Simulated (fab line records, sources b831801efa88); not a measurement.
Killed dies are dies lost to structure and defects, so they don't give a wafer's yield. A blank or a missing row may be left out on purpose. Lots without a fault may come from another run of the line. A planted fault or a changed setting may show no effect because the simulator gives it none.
fab line records | flow sfq_line
record lots=15 wafers=43 last_day=83
route steps=325 shown M1@59
lots that met no fault: from a run of the same line without faults
start_h: hours from the record's first day to the start of the lot's first wafer shown | wait_h: hours since the lot's step before | " the same as in the row above | L1.1+2: a row that stands for several wafers | - no value, or no start given | * or withheld: withheld | < > ~ a bound
route shown NAME@n: a module of which the file shows steps, and the number in the route of the first | usual: mean/standard deviation of fault-free wafers | same: alike in all rows | chamber/n: place in a boat | sites: the reading at each site | _std_site: their standard deviation | _edge_site: outer sites' mean less inner sites' | radius_mm: how far each site lies from the wafer's centre | mask NAME#n: copy n | behind: the tool/chamber that last shaped the wafer | hold: why the lot was held/for how many hours/how that ended | device: the transistor (n, p or np) that didn't switch | end of line: the same wafers' tests at the end of the route | a step without rows: its recipe alone | killed: dies lost to structure and defects at the first sort, not the wafer's yield | map: a wafer's dies, x killed, . not, _ none there
set.NAME: the setting as run; set.NAME@STEP: as run at that earlier step | model.NAME: the simulator's own value behind a step, which no gauge read
steps of the route over a sample of lots; a table a step, a row a wafer
services: from which hour (start_h, from the record's first day; less than 0 if before it) a tool's chamber was out of use, for how many hours, and why
## steps
# step SFQ_TRILAYER_M1_DEP_SPUTTER_037
# recipe material=Nb base_pressure_pa=1.33e-06 chamber_pressure_pa=0.1333 substrate_temp_c=20 resputter_cathode_voltage_v=400 target_thk_nm=200 power_w=2000 time_s=133.3
# usual throttle_valve_pct=29.8/1.6
# columns lot.wafer tool chamber start_h wait_h throttle_valve_pct
L167.1 pvd_sputter-03 - 370.36 0.0 31.6
L167.4 " - " " 28.7
L167.6 " - " " 28.8
L168.1 pvd_sputter-05 - 393.16 0.0 30.3
L168.5 " - " " 30.4
L168.6 " - " " 30.8
L170.3 pvd_sputter-04 - 415.38 0.0 27.8
L170.5 " - " " 30.7
L170.6 " - " " 28.3
L171.1 pvd_sputter-04 - 425.80 0.0 27.6
L171.2 " - " " 27.8
L171.5 " - " " 30.7
L172.1 pvd_sputter-04 - 432.40 0.0 30.7
L172.2 " - " " 31.2
L172.6 " - " " 27.9
L178.3 pvd_sputter-04 - 489.52 0.0 27.4
L178.5 " - " " 30.9
L179.3 pvd_sputter-04 - 500.32 0.0 28.0
L179.5 " - " " 27.3
L180.1 pvd_sputter-04 - 507.52 0.0 31.4
L180.2 " - " " 27.7
L180.5 " - " " 27.5
L184.1 pvd_sputter-05 - 570.72 0.0 31.0
L184.2 " - " " 28.3
L184.5 " - " " 28.3
L185.1 pvd_sputter-05 - 580.32 0.0 31.9
L185.5 " - " " 31.7
L185.6 " - " " 28.3
L186.1 pvd_sputter-04 - 597.25 0.0 28.0
L186.4 " - " " 31.3
L186.6 " - " " 30.6
L187.1 pvd_sputter-05 - 602.65 0.0 31.8
L187.3 " - " " 30.8
L187.5 " - " " 27.9
L188.3 pvd_sputter-03 - 612.86 0.0 31.8
L188.4 " - " " 28.4
L188.5 " - " " 31.3
L189.2 pvd_sputter-04 - 618.85 0.0 30.7
L189.4 " - " " 28.1
L189.6 " - " " 27.6
L190.1 pvd_sputter-04 - 624.97 0.0 31.2
L190.3 " - " " 27.9
L190.5 " - " " 30.6
# step SFQ_M1_RS_MEAS_909
# recipe thk_meas_gauge=four-point-probe reads=Nb_of_TRILAYER_M1_DEP_SPUTTER_037
# usual M1_NB_RS=0.894/0.012
# columns lot.wafer tool chamber start_h wait_h M1_NB_RS[ohm/sq]
L167.1 film_metro-03 - 370.45 0.0 0.904
L167.4 " - " " 0.899
L167.6 " - " " 0.896
L168.1 film_metro-02 - 393.25 0.0 0.891
L168.5 " - " " 0.894
L168.6 " - " " 0.877
L170.3 film_metro-04 - 415.51 0.1 0.889
L170.5 " - " " 0.903
L170.6 " - " " 0.888
L171.1 film_metro-02 - 425.89 0.0 0.902
L171.2 " - " " 0.914
L171.5 " - " " 0.922
L172.1 film_metro-02 - 432.49 0.0 0.896
L172.2 " - " " 0.896
L172.6 " - " " 0.893
L178.3 film_metro-02 - 489.65 0.1 0.781
L178.5 " - " " 0.909
L179.3 film_metro-02 - 500.45 0.1 0.791
L179.5 " - " " 0.892
L180.1 film_metro-03 - 507.61 0.0 0.907
L180.2 " - " " 0.777
L180.5 " - " " 0.890
L184.1 film_metro-03 - 570.81 0.0 0.896
L184.2 " - " " 0.893
L184.5 " - " " 0.892
L185.1 film_metro-03 - 580.41 0.0 0.895
L185.5 " - " " 0.904
L185.6 " - " " 0.899
L186.1 film_metro-02 - 597.34 0.0 0.899
L186.4 " - " " 0.908
L186.6 " - " " 0.900
L187.1 film_metro-03 - 602.74 0.0 0.898
L187.3 " - " " 0.892
L187.5 " - " " 0.899
L188.3 film_metro-02 - 612.99 0.1 0.901
L188.4 " - " " 0.875
L188.5 " - " " 0.905
L189.2 film_metro-04 - 618.96 0.1 0.892
L189.4 " - " " 0.896
L189.6 " - " " 0.895
L190.1 film_metro-03 - 625.06 0.0 0.906
L190.3 " - " " 0.899
L190.5 " - " " 0.896
# step SFQ_TRILAYER_M1_ETCH_METAL_ETCH_042
# recipe target=Nb stop_on=SiO2 mask_material=PR chemistry=Cl2/Ar target_depth_nm=240 icp_w=600 bias_w=80 pressure_mtorr=10 time_s=120
# usual drypump_motor_current_A=5.5/0.3 oes_product_au=0.892/0.0078 rf_fwd_power_W=597.1/2.1
# columns lot.wafer tool chamber start_h wait_h drypump_motor_current_A oes_product_au rf_fwd_power_W rf_hours_counter_h
L167.1 rie_metal-03 0 505.43 0.0 5.0 0.889 598.4 39
L167.4 " 0 " " 5.0 0.886 600.2 -
L167.6 " 0 " " 5.0 0.885 599.1 -
L168.1 rie_metal-04 0 543.95 0.0 5.5 0.897 594.3 52
L168.5 " 1 " " 5.2 0.889 596.1 -
L168.6 " 0 " " 5.5 0.899 593.1 -
L170.3 rie_metal-03 1 572.27 0.1 5.7 0.893 596.4 -
L170.5 " 1 " " 5.7 0.885 596.3 -
L170.6 " 0 " " 5.0 0.889 598.4 -
L171.1 rie_metal-03 1 581.83 0.0 5.7 0.888 594.1 43
L171.2 " 0 " " 5.0 0.882 601.9 52
L171.5 " 1 " " 5.7 0.874 593.5 -
L172.1 rie_metal-02 1 589.15 0.0 5.9 0.891 595.8 78
L172.2 " 0 " " 5.6 0.892 593.6 62
L172.6 " 0 " " 5.7 0.892 597.3 -
L178.3 rie_metal-03 0 646.92 0.1 5.0 0.969 596.2 -
L178.5 " 0 " " 5.0 0.886 598.1 -
L179.3 rie_metal-04 1 654.12 0.1 5.2 0.959 595.5 -
L179.5 " 1 " " 5.2 0.896 594.4 -
L180.1 rie_metal-04 0 662.48 0.0 5.5 0.882 594.2 71
L180.2 " 1 " " 5.2 0.969 597.3 84
L180.5 " 0 " " 5.5 0.894 595.0 -
L184.1 rie_metal-04 0 729.92 0.0 5.5 0.894 598.8 80
L184.2 " 1 " " 5.2 0.892 595.3 93
L184.5 " 0 " " 5.5 0.904 599.2 -
L185.1 rie_metal-03 0 739.52 0.0 5.0 0.892 598.7 75
L185.5 " 1 " " 5.7 0.891 597.1 -
L185.6 " 0 " " 5.0 0.893 597.9 -
L186.1 rie_metal-02 0 755.25 0.0 5.6 0.894 595.0 88
L186.4 " 0 " " 5.6 0.882 596.6 -
L186.6 " 0 " " 5.6 0.887 595.9 -
L187.1 rie_metal-02 0 760.05 0.0 5.7 0.887 594.8 89
L187.3 " 1 " " 5.9 0.890 595.8 -
L187.5 " 0 " " 5.7 0.886 596.4 -
L188.3 rie_metal-02 1 769.69 0.1 5.9 0.892 596.6 -
L188.4 " 0 " " 5.6 0.910 596.2 -
L188.5 " 0 " " 5.6 0.886 595.6 -
L189.2 rie_metal-02 1 774.45 0.0 5.9 0.888 596.9 107
L189.4 " 0 " " 5.7 0.888 594.9 -
L189.6 " 1 " " 5.9 0.894 597.2 -
L190.1 rie_metal-04 1 780.45 0.0 5.2 0.887 599.7 102
L190.3 " 1 " " 5.2 0.891 597.6 -
L190.5 " 0 " " 5.5 0.895 597.5 -
## services
# columns tool chamber start_h hours kind
pvd_sputter-05 - 354.23 3.8 repair
rie_metal-02 - 367.07 14.6 pm
pvd_sputter-05 - 395.27 5.8 repair
pvd_sputter-04 - 408.09 4.3 repair
rie_metal-03 0 412.41 23.6 repair
pvd_sputter-05 0 435.06 - consumable_replace:kit
pvd_sputter-05 0 435.06 18.0 scheduled_down
pvd_sputter-05 - 437.15 4.4 repair
rie_metal-04 - 480.13 0.2 repair
rie_metal-04 - 494.38 1.7 repair
pvd_sputter-05 - 502.50 0.5 repair
pvd_sputter-04 - 518.93 9.1 repair
rie_metal-02 - 526.85 2.8 pm
rie_metal-02 - 578.29 0.3 repair
pvd_sputter-03 - 590.13 4.4 repair
pvd_sputter-05 - 635.43 0.7 repair
rie_metal-03 - 657.69 0.5 repair
rie_metal-03 1 665.90 9.0 repair
pvd_sputter-04 0 686.13 - consumable_replace:kit
pvd_sputter-04 0 686.13 18.0 scheduled_down
pvd_sputter-04 0 686.13 18.0 vent_cycle
pvd_sputter-05 - 689.42 0.5 repair
pvd_sputter-05 - 694.05 1.2 repair
rie_metal-03 - 771.94 0.1 repair
## key
first_sign step=SFQ_M1_RS_MEAS_909 reading=M1_NB_RS direction=down sigmas=9.6 usual=0.894 struck=0.783
effect step=SFQ_TRILAYER_M1_ETCH_METAL_ETCH_042 reading=oes_product_au direction=up sigmas=9.5 usual=0.892 struck=0.966
met_at SFQ_TRILAYER_M1_DEP_SPUTTER_037
struck_lots L178,L179,L180
struck_wafers L178.3,L179.3,L180.2
onset_between 432.40 489.52
fault kind=process_parameter_drift tool=pvd_sputter-04 chamber=- onset_h=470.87 steps=SFQ_TRILAYER_M1_DEP_SPUTTER_037 channel=time_s offset=* shape=step end_h=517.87 scope=struck_wafers_only acts_in=* stated=*
